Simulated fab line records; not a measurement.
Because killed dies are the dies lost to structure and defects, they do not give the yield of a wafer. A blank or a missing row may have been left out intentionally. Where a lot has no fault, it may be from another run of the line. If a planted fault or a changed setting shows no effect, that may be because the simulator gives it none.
Which of the tools did it? / flow gf180mcu / 18 wafers from 6 lots sampled at 4 of the route's 602 steps

## WHAT THE GAUGES SHOWED, per wafer
GF_TOP_METAL_CD_MEAS_14 targets a cd of 440 nm.
lot=L676; measured=day 28 13:25; on=cd sem-01; cd nm (nm)=438.8 437.2 437.1
lot=L678; measured=day 29 08:05; on=cd sem-01; cd nm (nm)=440.9 438.1 438.0
lot=L685; measured=day 31 07:01; on=cd sem-01; cd nm (nm)=440.4 439.0 437.5
lot=L688; measured=day 32 02:30; on=cd sem-02; cd nm (nm)=440.7 440.2 439.8
lot=L692; measured=day 32 23:50; on=cd sem-02; cd nm (nm)=438.9 439.0 440.5
lot=L696; measured=day 34 03:07; on=cd sem-01; cd nm (nm)=442.3 438.8 438.6

## WHAT TOOL EACH LOT RAN ON (gives the tool, then ch and the chambers of the sampled wafers, and finally the start)
lot=L676; GF_MIM_SPUTTER_07=pvd sputter-04, day 24 23:49; GF_MIM_STRIP_20=plasma asher-03 ch 0,1, day 25 21:44; GF_M5_ETCH_09=rie diel-03 ch 0,1,3, day 26 18:40
lot=L678; GF_MIM_SPUTTER_07=pvd sputter-04, day 25 21:05; GF_MIM_STRIP_20=plasma asher-04 ch 1, day 26 17:17; GF_M5_ETCH_09=rie diel-03 ch 0,1,2, day 27 14:02
lot=L685; GF_MIM_SPUTTER_07=pvd sputter-04, day 28 01:27; GF_MIM_STRIP_20=plasma asher-04 ch 0,1, day 28 21:08; GF_M5_ETCH_09=rie diel-03 ch 0,1,3, day 29 16:23
lot=L688; GF_MIM_SPUTTER_07=pvd sputter-04, day 28 22:26; GF_MIM_STRIP_20=plasma asher-04 ch 0,1, day 29 17:04; GF_M5_ETCH_09=rie diel-03 ch 1,2, day 30 12:26
lot=L692; GF_MIM_SPUTTER_07=pvd sputter-02, day 29 23:40; GF_MIM_STRIP_20=plasma asher-03 ch 0,1, day 30 17:35; GF_M5_ETCH_09=rie diel-03 ch 0,1,2, day 31 11:53
lot=L696; GF_MIM_SPUTTER_07=pvd sputter-02, day 31 06:26; GF_MIM_STRIP_20=plasma asher-03 ch 0,1, day 32 00:02; GF_M5_ETCH_09=rie diel-02 ch 0,3, day 32 16:45
- GF_MIM_SPUTTER_07: material TiN, target thk 60 nm, time 50 s.
- GF_MIM_STRIP_20: strips in O2/N2.
- GF_M5_ETCH_09: etches Si3N4 in CF4/O2, target depth 52 nm, time 11.6 s.

## THE ANSWER, worked out from the rows above alone
Rule: the lots themselves supply what counts as usual. The widest of any qualifying gaps counts: lots, ordered by their means at a reading, are off when they make up no more than a third of the lots, leave a main group of 4 or more, and stand apart from it by 3 or more times the standard deviation of that group's means. A main group is skipped when, at the precision printed for the reading in the tables above, its means are all equal. A lot without any number at a reading at which 4 lots or more have one is off too. Any other lot the step has rows for is counted as sound.
Nothing can be told from this: no lot is off at any reading shown.

## WHAT THE SIMULATOR HAD INSERTED
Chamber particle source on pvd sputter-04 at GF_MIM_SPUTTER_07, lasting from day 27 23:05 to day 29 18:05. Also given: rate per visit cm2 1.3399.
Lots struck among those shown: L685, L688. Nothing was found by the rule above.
